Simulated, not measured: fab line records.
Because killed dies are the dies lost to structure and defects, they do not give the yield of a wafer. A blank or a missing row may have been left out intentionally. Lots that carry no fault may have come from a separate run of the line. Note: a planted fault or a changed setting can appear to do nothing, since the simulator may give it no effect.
What tool caused it? | flow sky130 | 12 lots (36 wafers sampled), 1 step of a 708-step route

## WHAT THE GAUGES READ, wafer by wafer
SKY_SPACER_THK_MEAS_01.
lot  | measured     | on            | SPACER_CVD_00_THK (nm)
L076 | day 23 20:16 | film_metro-03 | 43.3 43.4 43.2
L075 | day 24 02:20 | film_metro-02 | 43.0 43.0 42.4
L079 | day 24 23:37 | film_metro-03 | 42.3 42.7 42.6
L081 | day 25 11:16 | film_metro-04 | 43.2 43.0 43.0
L083 | day 25 22:21 | film_metro-04 | 43.4 43.1 43.3
L085 | day 26 13:51 | film_metro-02 | 42.8 43.0 42.4
L087 | day 27 04:09 | film_metro-03 | 43.1 43.3 42.9
L089 | day 28 02:22 | film_metro-04 | 42.8 42.7 42.5
L091 | day 28 18:19 | film_metro-02 | 43.0 43.1 43.7
L093 | day 29 06:22 | film_metro-04 | 43.0 43.5 43.3
L095 | day 30 21:11 | film_metro-03 | 42.6 42.8 42.8
L097 | day 30 23:46 | film_metro-04 | 43.5 43.8 43.6

## EACH LOT AND THE TOOL THAT RAN IT (in order: tool; ch and the chambers of the sampled wafers; start)
Record: no process step prior to these readings.

## THE ANSWER, worked out from the rows above alone
Rule: what is usual is taken from the lots themselves. Put in order of their means at a reading, lots are off if they are a third of the lots or fewer, leave a main group of 4 or more, and stand apart from it by a gap of 3 or more times the standard deviation of the main group's means; of several such gaps the widest counts. A main group whose means are all the same, to the digits that the tables above print for the reading, isn't used. Also off: a lot with no number at a reading for which 4 or more lots have one. Where the step has rows for the other lots, those lots are counted as sound.
No lot is off at any reading shown: from this, nothing can be told.

## WHAT THE SIMULATOR PUT IN
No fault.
